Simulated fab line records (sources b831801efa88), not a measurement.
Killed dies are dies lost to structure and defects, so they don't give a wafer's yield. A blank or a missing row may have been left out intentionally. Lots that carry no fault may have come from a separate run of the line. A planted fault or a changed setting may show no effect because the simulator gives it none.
What tool caused it? :: flow sky130 :: 12 lots, 36 wafers sampled, at 5 steps of a route of 708

== WHAT THE GAUGES SHOWED, per wafer ==
SKY_FIELD_ISO_THK_MEAS_02. Usual: FIELD_ISO_OXIDATION_00_THK typically reads 12.12 nm, with standard deviation 0.2.
lot: L873
measured: day 1 12:35
on: film metro-03
FIELD_ISO_OXIDATION_00_THK (nm): 12.43 12.45 12.58
flag: 

lot: L874
measured: day 1 19:52
on: film metro-04
FIELD_ISO_OXIDATION_00_THK (nm): 12.04 12.02 11.99
flag: 

lot: L876
measured: day 2 04:13
on: film metro-02
FIELD_ISO_OXIDATION_00_THK (nm): 12.15 11.95 12.02
flag: 

lot: L878
measured: day 2 12:38
on: film metro-02
FIELD_ISO_OXIDATION_00_THK (nm): 12.19 12.16 11.98
flag: 

lot: L884
measured: day 3 18:46
on: film metro-03
FIELD_ISO_OXIDATION_00_THK (nm): 12.16 12.05 12.02
flag: 

lot: L885
measured: day 4 00:49
on: film metro-02
FIELD_ISO_OXIDATION_00_THK (nm): 12.35 12.21 12.31
flag: 

lot: L889
measured: day 4 20:52
on: film metro-04
FIELD_ISO_OXIDATION_00_THK (nm): 11.95 11.92 11.95
flag: 

lot: L891
measured: day 5 06:11
on: film metro-02
FIELD_ISO_OXIDATION_00_THK (nm): 12.42 12.40 12.21
flag: 

lot: L893
measured: day 5 15:39
on: film metro-03
FIELD_ISO_OXIDATION_00_THK (nm): 11.92 11.95 12.01
flag: 

lot: L894
measured: day 5 20:53
on: film metro-04
FIELD_ISO_OXIDATION_00_THK (nm): 12.25 11.98 12.21
flag: 

lot: L895
measured: day 6 01:50
on: film metro-04
FIELD_ISO_OXIDATION_00_THK (nm): 12.07 12.10 12.03
flag: 

lot: L896
measured: day 6 06:38
on: film metro-03
FIELD_ISO_OXIDATION_00_THK (nm): 12.46 12.45 12.47
flag: 

SKY_FIELD_ISO_CD_MEAS_13: target cd 150 nm. Usual: 150.1 nm for cd nm, sd 1.4.
lot: L873
measured: day 2 07:16
on: cd sem-02
cd nm (nm): 149.2 148.2 149.6
flag: 

lot: L874
measured: day 2 14:02
on: cd sem-02
cd nm (nm): 149.6 152.2 151.4
flag: 

lot: L876
measured: day 2 21:28
on: cd sem-01
cd nm (nm): 147.9 148.0 149.3
flag: 

lot: L878
measured: day 3 06:44
on: cd sem-01
cd nm (nm): 150.0 150.9 151.0
flag: 

lot: L884
measured: day 4 14:44
on: cd sem-02
cd nm (nm): 151.1 150.2 149.2
flag: 

lot: L885
measured: day 4 21:01
on: cd sem-01
cd nm (nm): 150.8 150.5 148.0
flag: 

lot: L889
measured: day 5 19:10
on: cd sem-01
cd nm (nm): 150.2 148.9 150.2
flag: 

lot: L891
measured: day 6 03:34
on: cd sem-01
cd nm (nm): 151.0 151.2 152.8
flag: 

lot: L893
measured: day 6 12:54
on: cd sem-01
cd nm (nm): 152.2 151.6 151.5
flag: 

lot: L894
measured: day 6 19:31
on: cd sem-01
cd nm (nm): 150.3 151.5 150.9
flag: 

lot: L895
measured: day 7 00:58
on: cd sem-01
cd nm (nm): 152.2 152.1 151.6
flag: 

lot: L896
measured: day 7 06:58
on: cd sem-02
cd nm (nm): 149.8 150.4 150.6
flag: 

SKY_NWELL_TW_MEAS_26. Usual: NWELL_2_TW typically reads 497, with standard deviation 6.4.
lot: L873
measured: day 5 13:40
on: film metro-03
NWELL_2_TW: 489 490 490
flag: 

lot: L874
measured: day 6 00:25
on: film metro-02
NWELL_2_TW: 507 507 508
flag: 

lot: L876
measured: day 6 11:27
on: film metro-01
NWELL_2_TW: 492 489 494
flag: 

lot: L878
measured: day 6 19:50
on: film metro-03
NWELL_2_TW: 490 488 491
flag: 

lot: L884
measured: day 8 08:33
on: film metro-02
NWELL_2_TW: 827 825 825 825 826 823
flag: OFF

lot: L885
measured: day 8 14:50
on: film metro-02
NWELL_2_TW: 823 825 823 823 824 825
flag: OFF

lot: L889
measured: day 9 17:07
on: film metro-02
NWELL_2_TW: 506 506 508
flag: 

lot: L891
measured: day 10 00:32
on: film metro-01
NWELL_2_TW: 493 492 494
flag: 

lot: L893
measured: day 10 13:49
on: film metro-03
NWELL_2_TW: 495 495 492
flag: 

lot: L894
measured: day 11 03:15
on: film metro-03
NWELL_2_TW: 494 491 492
flag: 

lot: L895
measured: day 11 04:10
on: film metro-02
NWELL_2_TW: 510 509 510
flag: 

lot: L896
measured: day 11 10:20
on: film metro-01
NWELL_2_TW: 491 488 489
flag: 

== WHICH TOOL RAN EACH LOT (tool, then ch and the chambers of the sampled wafers, then the start) ==
lot: L873
SKY_FIELD_ISO_ETCH_15: rie diel-04 ch 0,1,3, day 2 07:25
SKY_NWELL_IMPLANT_24: implanter-03 ch 0, day 5 13:26

lot: L874
SKY_FIELD_ISO_ETCH_15: rie diel-02 ch 0,1, day 2 14:10
SKY_NWELL_IMPLANT_24: implanter-02 ch 0, day 6 00:12

lot: L876
SKY_FIELD_ISO_ETCH_15: rie diel-03 ch 0,3, day 2 21:38
SKY_NWELL_IMPLANT_24: implanter-02 ch 0, day 6 11:12

lot: L878
SKY_FIELD_ISO_ETCH_15: rie diel-02 ch 0,1, day 3 06:53
SKY_NWELL_IMPLANT_24: implanter-03 ch 0, day 6 19:36

lot: L884
SKY_FIELD_ISO_ETCH_15: rie diel-04 ch 0,1,2, day 4 14:55
SKY_NWELL_IMPLANT_24: implanter-03 ch 0, day 8 08:18

lot: L885
SKY_FIELD_ISO_ETCH_15: rie diel-03 ch 1,3, day 4 21:12
SKY_NWELL_IMPLANT_24: implanter-03 ch 0, day 8 14:35

lot: L889
SKY_FIELD_ISO_ETCH_15: rie diel-02 ch 0,2,3, day 5 19:16
SKY_NWELL_IMPLANT_24: implanter-04 ch 0, day 9 16:54

lot: L891
SKY_FIELD_ISO_ETCH_15: rie diel-02 ch 1,2, day 6 03:40
SKY_NWELL_IMPLANT_24: implanter-02 ch 0, day 10 00:20

lot: L893
SKY_FIELD_ISO_ETCH_15: rie diel-04 ch 0,2, day 6 13:01
SKY_NWELL_IMPLANT_24: implanter-04 ch 0, day 10 13:36

lot: L894
SKY_FIELD_ISO_ETCH_15: rie diel-02 ch 0,1,2, day 6 19:40
SKY_NWELL_IMPLANT_24: implanter-04 ch 0, day 11 03:00

lot: L895
SKY_FIELD_ISO_ETCH_15: rie diel-03 ch 0,2,3, day 7 01:07
SKY_NWELL_IMPLANT_24: implanter-03 ch 0, day 11 03:56

lot: L896
SKY_FIELD_ISO_ETCH_15: rie diel-03 ch 0,1,3, day 7 07:07
SKY_NWELL_IMPLANT_24: implanter-04 ch 0, day 11 10:06
- SKY_FIELD_ISO_ETCH_15: etches the open film in CHF3/O2, stops on Si, target depth 180 nm, time 72 s.
- SKY_NWELL_IMPLANT_24

== WHAT THE TOOLS THEMSELVES READ (means of the sampled wafers that have a number; where no wafer has one, the mark that the record gives instead) ==
SKY_FIELD_ISO_ETCH_15. Usual: drypump motor current A 5.8 A, standard deviation 0.48; oes product au 0.946 a.u., standard deviation 0.0066; throttle valve pct 8.844 %, standard deviation 0.0095.
lot: L873
tool: rie diel-04
drypump motor current A (A): 5.8
oes product au (a.u.): 0.939
throttle valve pct (%): 8.835
flag: 

lot: L874
tool: rie diel-02
drypump motor current A (A): 5.4
oes product au (a.u.): 0.947
throttle valve pct (%): 8.845
flag: 

lot: L876
tool: rie diel-03
drypump motor current A (A): 6.2
oes product au (a.u.): 0.946
throttle valve pct (%): 8.841
flag: 

lot: L878
tool: rie diel-02
drypump motor current A (A): 5.4
oes product au (a.u.): 0.951
throttle valve pct (%): 8.836
flag: 

lot: L884
tool: rie diel-04
drypump motor current A (A): 5.5
oes product au (a.u.): 0.955
throttle valve pct (%): 8.854
flag: 

lot: L885
tool: rie diel-03
drypump motor current A (A): 5.5
oes product au (a.u.): 0.940
throttle valve pct (%): 8.842
flag: 

lot: L889
tool: rie diel-02
drypump motor current A (A): 5.9
oes product au (a.u.): 0.937
throttle valve pct (%): 8.832
flag: 

lot: L891
tool: rie diel-02
drypump motor current A (A): 6.2
oes product au (a.u.): 0.944
throttle valve pct (%): 8.841
flag: 

lot: L893
tool: rie diel-04
drypump motor current A (A): 5.4
oes product au (a.u.): 0.948
throttle valve pct (%): 8.844
flag: 

lot: L894
tool: rie diel-02
drypump motor current A (A): 5.7
oes product au (a.u.): 0.945
throttle valve pct (%): 8.840
flag: 

lot: L895
tool: rie diel-03
drypump motor current A (A): 5.8
oes product au (a.u.): 0.949
throttle valve pct (%): 8.848
flag: 

lot: L896
tool: rie diel-03
drypump motor current A (A): 6.0
oes product au (a.u.): 0.945
throttle valve pct (%): 8.841
flag: 

SKY_NWELL_IMPLANT_24. Usual: beam energy keV 139.99, standard deviation 0.044; dose ions cm2 9.198e+12, standard deviation 1e+10; faraday current uA 51.9, standard deviation 0.92.
lot: L873
tool: implanter-03
beam energy keV: 139.97
dose ions cm2: 9.193e+12
faraday current uA: 51.6
flag: 

lot: L874
tool: implanter-02
beam energy keV: 140.05
dose ions cm2: 9.196e+12
faraday current uA: 52.0
flag: 

lot: L876
tool: implanter-02
beam energy keV: 140.03
dose ions cm2: 9.198e+12
faraday current uA: 52.9
flag: 

lot: L878
tool: implanter-03
beam energy keV: 139.97
dose ions cm2: 9.197e+12
faraday current uA: 52.1
flag: 

lot: L884
tool: implanter-03
beam energy keV: 140.00
dose ions cm2: 4.564e+13
faraday current uA: 256.5
flag: OFF

lot: L885
tool: implanter-03
beam energy keV: 139.97
dose ions cm2: 4.565e+13
faraday current uA: 254.8
flag: OFF

lot: L889
tool: implanter-04
beam energy keV: 140.05
dose ions cm2: 9.184e+12
faraday current uA: 51.6
flag: 

lot: L891
tool: implanter-02
beam energy keV: 140.03
dose ions cm2: 9.193e+12
faraday current uA: 52.2
flag: 

lot: L893
tool: implanter-04
beam energy keV: 140.03
dose ions cm2: 9.201e+12
faraday current uA: 51.6
flag: 

lot: L894
tool: implanter-04
beam energy keV: 140.02
dose ions cm2: 9.212e+12
faraday current uA: 51.5
flag: 

lot: L895
tool: implanter-03
beam energy keV: 139.99
dose ions cm2: 9.198e+12
faraday current uA: 51.8
flag: 

lot: L896
tool: implanter-04
beam energy keV: 139.94
dose ions cm2: 9.205e+12
faraday current uA: 52.1
flag: 

== THE ANSWER, worked out from the rows above alone ==
Rule: lot off if the mean of its wafers having a number is beyond 3 standard deviations from the usual mean. Also off: a lot with no number at a reading for which 4 or more lots have one. Any other lot the step has rows for is counted as sound. First the gauges in route order, then the tools' own readings, where a lot's mean is used as printed above. The first step at which some lot is off is used, and at that step the reading that is off furthest; a lot without a number counts as furthest.
Off: L884, L885, seen at SKY_NWELL_TW_MEAS_26 (NWELL_2_TW).
A tool fits if, at a process step before that reading, it ran every lot that is off, and no sound lot after the first of them. Not tried: the gauges at SKY_NWELL_TW_MEAS_26; whatever is off there is also off at SKY_NWELL_IMPLANT_24, on other tools, and gauge error can't account for it. None of those tried fits.

== WHAT HAD BEEN PUT IN BY THE SIMULATOR ==
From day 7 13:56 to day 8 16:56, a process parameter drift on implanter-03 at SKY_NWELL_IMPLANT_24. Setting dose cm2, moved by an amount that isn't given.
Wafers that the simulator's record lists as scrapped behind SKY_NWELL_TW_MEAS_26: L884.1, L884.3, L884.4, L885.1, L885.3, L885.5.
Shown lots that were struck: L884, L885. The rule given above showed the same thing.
